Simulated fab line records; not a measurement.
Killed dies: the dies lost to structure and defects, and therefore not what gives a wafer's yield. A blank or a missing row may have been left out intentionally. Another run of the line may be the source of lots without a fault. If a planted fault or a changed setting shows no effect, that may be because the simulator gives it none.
A single fault, viewed from 2 desks ; flow sky130 ; each desk has only its own numbers; what lay behind them comes last

## METROLOGY DESK
Means of the sampled wafers that have a number, per lot and without regard to the tool the lot ran on: this is what the gauges read. A lot is out of limits, marked OUT, if its mean lies more than 4 standard deviations from the usual mean; the brackets give that distance.
Columns: A = cd-nm at SKY_METAL3_CD_MEAS_13, usual 300.0 nm; B = CAP2M_OVL at SKY_CAP2M_OVL_MEAS_12, usual -1.1 nm
lot;first seen here;A;B
L691;day 38 12:28;299.8;0.8
L692;day 38 17:40;298.4;-0.3
L693;day 39 11:08;301.0;-0.3
L697;day 40 19:04;298.9;-2.8
L696;day 40 20:46;301.4;-1.2
L698;day 40 21:11;299.3;-0.8
L703;day 42 05:10;300.1;-0.9
L707;day 43 07:44;300.2;-1.2
L708;day 43 14:54;302.0;2.5
L710;day 43 23:07;299.7;0.6
L711;day 44 04:20;300.5;-1.4
L713;day 45 05:56;299.7;-1.9
L714;day 45 06:29;299.9;-3.0
This desk found nothing out of limits on any of the 13 lots.

## THE TOOL OWNER'S DESK: litho-track-01
The tool's own readings at SKY_VIA4_HMDS_05 (prime time 60 s): means of the sampled wafers that have a number, for each lot that ran on this tool. A lot is out of limits, marked OUT, if its mean lies more than 4 standard deviations from the usual mean; the brackets give that distance.
Columns: A = prime-temp-c at SKY_VIA4_HMDS_05, usual 120.03 C
lot;first seen here;A
L696;day 44 10:04;120.11
L698;day 44 12:03;119.95
L707;day 46 18:06;122.50 (+19) OUT
L708;day 46 22:39;122.42 (+18) OUT
Finding of this desk: L707, L708 out of limits; the first was L707 at day 46 18:06, on prime-temp-c at SKY_VIA4_HMDS_05. L696, L698 stayed within limits.

## BROUGHT TOGETHER
The tool owner's desk could have raised an alarm at day 46 18:06, on L707, L708.
Metrology desk: nothing out of limits seen.
The metrology desk has L707, L708 on record, within its limits.
On litho-track-01, each named lot ran SKY_VIA4_HMDS_05.

## WHAT THE SIMULATOR HAD INSERTED
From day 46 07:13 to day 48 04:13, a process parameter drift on litho-track-01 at SKY_VIA4_HMDS_05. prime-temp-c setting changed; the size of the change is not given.
Struck lots among those shown: L707, L708.
Hours from the fault's start to each desk's first reading out of limits: the tool owner's desk, 11.
